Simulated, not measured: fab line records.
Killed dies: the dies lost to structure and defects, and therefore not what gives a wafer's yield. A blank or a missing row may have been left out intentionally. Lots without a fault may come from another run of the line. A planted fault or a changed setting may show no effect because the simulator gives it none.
Which tool did it? | flow sky130 | Sampling: 10 lots, 30 wafers, 5 of 708 route steps

## WHAT THE GAUGES READ, wafer by wafer
SKY_METAL2_RS_MEAS_05: measures by four-point-probe.
lot  | measured     | on            | METAL2_ALCU_RS (ohm/sq)
L281 | day 35 01:18 | film-metro-01 | 0.1255 0.1251 0.1252 0.1255 0.1251 0.1253
L282 | day 35 13:53 | film-metro-03 | 0.1251 0.1250 0.1257 0.1253 0.1252 0.1258
L284 | day 35 18:58 | film-metro-03 | 0.1256 0.1243 0.1252 0.1257 0.1241 0.1251
L287 | day 37 04:07 | film-metro-03 | 0.1240 0.1246 0.1245
L290 | day 37 23:04 | film-metro-01 | 0.1287 0.1275 0.1284
L292 | day 38 11:50 | film-metro-03 | 0.1242 0.1244 0.1243
L291 | day 39 03:46 | film-metro-01 | 0.1270 0.1274 0.1269
L295 | day 39 05:56 | film-metro-01 | 0.1271 0.1258 0.1270
L296 | day 39 10:08 | film-metro-01 | 0.1282 0.1284 0.1282
L299 | day 40 09:15 | film-metro-01 | 0.1259 0.1271 0.1255

## WHICH TOOL RAN EACH LOT (tool, then ch and the chambers of the sampled wafers, then the start)
lot  | SKY_METAL1_DESCUM_17              | SKY_METAL1_ETCH_18                | SKY_METAL2_SPUTTER_00        | SKY_METAL2_SPUTTER_02
L281 | rie-metal-04 ch 0,1, day 33 19:08 | rie-metal-04 ch 0,1, day 33 19:10 | pvd-sputter-02, day 35 01:08 | pvd-sputter-02, day 35 01:11
L282 | rie-metal-01 ch 0,1, day 34 08:29 | rie-metal-01 ch 0,1, day 34 08:31 | pvd-sputter-02, day 35 13:44 | pvd-sputter-02, day 35 13:47
L284 | rie-metal-04 ch 0,1, day 34 13:47 | rie-metal-04 ch 0,1, day 34 13:50 | pvd-sputter-02, day 35 18:47 | pvd-sputter-02, day 35 18:49
L287 | rie-metal-04 ch 0,1, day 35 23:06 | rie-metal-04 ch 0,1, day 35 23:08 | pvd-sputter-02, day 37 03:57 | pvd-sputter-02, day 37 03:59
L290 | rie-metal-01 ch 0,1, day 36 17:44 | rie-metal-01 ch 0,1, day 36 17:46 | pvd-sputter-01, day 37 22:55 | pvd-sputter-01, day 37 22:58
L292 | rie-metal-04 ch 0,1, day 37 07:32 | rie-metal-04 ch 0,1, day 37 07:34 | pvd-sputter-02, day 38 11:42 | pvd-sputter-02, day 38 11:45
L291 | rie-metal-01 ch 0,1, day 37 22:50 | rie-metal-01 ch 0,1, day 37 22:52 | pvd-sputter-02, day 39 03:37 | pvd-sputter-02, day 39 03:40
L295 | rie-metal-02 ch 0, day 38 01:44   | rie-metal-02 ch 0, day 38 01:49   | pvd-sputter-02, day 39 05:47 | pvd-sputter-02, day 39 05:50
L296 | rie-metal-01 ch 0,1, day 38 06:27 | rie-metal-01 ch 0,1, day 38 06:29 | pvd-sputter-03, day 39 09:56 | pvd-sputter-03, day 39 09:59
L299 | rie-metal-04 ch 0,1, day 39 05:38 | rie-metal-04 ch 0,1, day 39 05:41 | pvd-sputter-02, day 40 09:03 | pvd-sputter-02, day 40 09:06
- SKY_METAL1_DESCUM_17: chemistry O2, time 8 s.
- SKY_METAL1_ETCH_18: etches BARC in N2/H2, stops on SiO2, time 45.9 s, target depth 60 nm.
- SKY_METAL2_SPUTTER_00: material Ti, target thk 15 nm, time 10 s.
- SKY_METAL2_SPUTTER_02: material AlCu, target thk 250 nm, time 13.3 s.

## THE ANSWER, worked out from the rows above alone
Rule: what is usual is taken from the lots themselves. The widest of any qualifying gaps counts: lots, ordered by their means at a reading, are off when they make up no more than a third of the lots, leave a main group of 4 or more, and stand apart from it by 3 or more times the standard deviation of that group's means. If all means in a main group match to the digits the tables above print for the reading, that group is not used. Also off: a lot with no number at a reading for which 4 or more lots have one. All remaining lots with rows at the step are treated as sound.
None of the lots is off at any reading shown; this tells nothing.

## WHAT THE SIMULATOR HAD INSERTED
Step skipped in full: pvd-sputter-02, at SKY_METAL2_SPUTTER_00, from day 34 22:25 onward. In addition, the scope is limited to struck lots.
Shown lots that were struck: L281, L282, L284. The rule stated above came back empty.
